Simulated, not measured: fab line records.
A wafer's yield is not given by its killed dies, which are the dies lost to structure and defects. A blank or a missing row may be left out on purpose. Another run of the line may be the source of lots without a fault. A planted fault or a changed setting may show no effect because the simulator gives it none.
Matching of chambers / flow sky130 / pecvd-02 running SKY_CONTACT_CVD_00: 3 sister chambers
The step deposits Si3N4, target thk 75 nm. 18 wafers are shown with their chamber, then 9 later ones without.

## WAFERS PAIRED WITH THEIR CHAMBERS
wafer=L075.2; chamber=2; heater power w (W)=627
wafer=L075.3; chamber=1; heater power w (W)=862
wafer=L075.5; chamber=2; heater power w (W)=629
wafer=L077.2; chamber=1; heater power w (W)=819
wafer=L077.5; chamber=2; heater power w (W)=698
wafer=L077.6; chamber=1; heater power w (W)=821
wafer=L080.1; chamber=2; heater power w (W)=712
wafer=L080.2; chamber=0; heater power w (W)=607
wafer=L080.6; chamber=1; heater power w (W)=869
wafer=L082.4; chamber=0; heater power w (W)=626
wafer=L082.5; chamber=2; heater power w (W)=670
wafer=L082.6; chamber=1; heater power w (W)=780
wafer=L085.2; chamber=2; heater power w (W)=611
wafer=L085.3; chamber=0; heater power w (W)=608
wafer=L085.5; chamber=0; heater power w (W)=634
wafer=L087.3; chamber=0; heater power w (W)=700
wafer=L087.4; chamber=1; heater power w (W)=723
wafer=L087.6; chamber=2; heater power w (W)=641

SIGNATURES (means of the wafers above)
reading=heater power w; chamber 0=635.00; chamber 1=812.33; chamber 2=655.43; scatter within a chamber=44.4
Rule: a wafer lies at a distance from a chamber equal to the root of the sum of squares, over the readings, of (its reading less the chamber's mean, divided by the reading's scatter). If the next closest chamber is less than 2 further off than the closest, the wafer can't be placed; otherwise it belongs to the closest. The scatter: the root of (the sum of the squares of (reading less its chamber's mean) over the shown wafers, divided by (wafers less chambers)).

## WAFERS MISSING THEIR CHAMBER
wafer=L088.2; heater power w (W)=673
wafer=L088.3; heater power w (W)=688
wafer=L088.5; heater power w (W)=871
wafer=L090.3; heater power w (W)=641
wafer=L090.4; heater power w (W)=651
wafer=L090.6; heater power w (W)=827
wafer=L094.3; heater power w (W)=756
wafer=L094.4; heater power w (W)=638
wafer=L094.5; heater power w (W)=595

## WHICH CHAMBER EACH ONE RAN IN
wafer=L088.2; from the rows above=can't be placed: 2 or 0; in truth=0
wafer=L088.3; from the rows above=can't be placed: 2 or 0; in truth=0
wafer=L088.5; from the rows above=1; in truth=1
wafer=L090.3; from the rows above=can't be placed: 0 or 2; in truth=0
wafer=L090.4; from the rows above=can't be placed: 2 or 0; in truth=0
wafer=L090.6; from the rows above=1; in truth=1
wafer=L094.3; from the rows above=can't be placed: 1 or 2 or 0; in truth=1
wafer=L094.4; from the rows above=can't be placed: 0 or 2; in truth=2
wafer=L094.5; from the rows above=can't be placed: 0 or 2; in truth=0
Placed correctly: 2 of 9. Cannot be placed on the basis of these rows: 7; the candidates contain the true chamber in 7. Wrongly placed: 0.
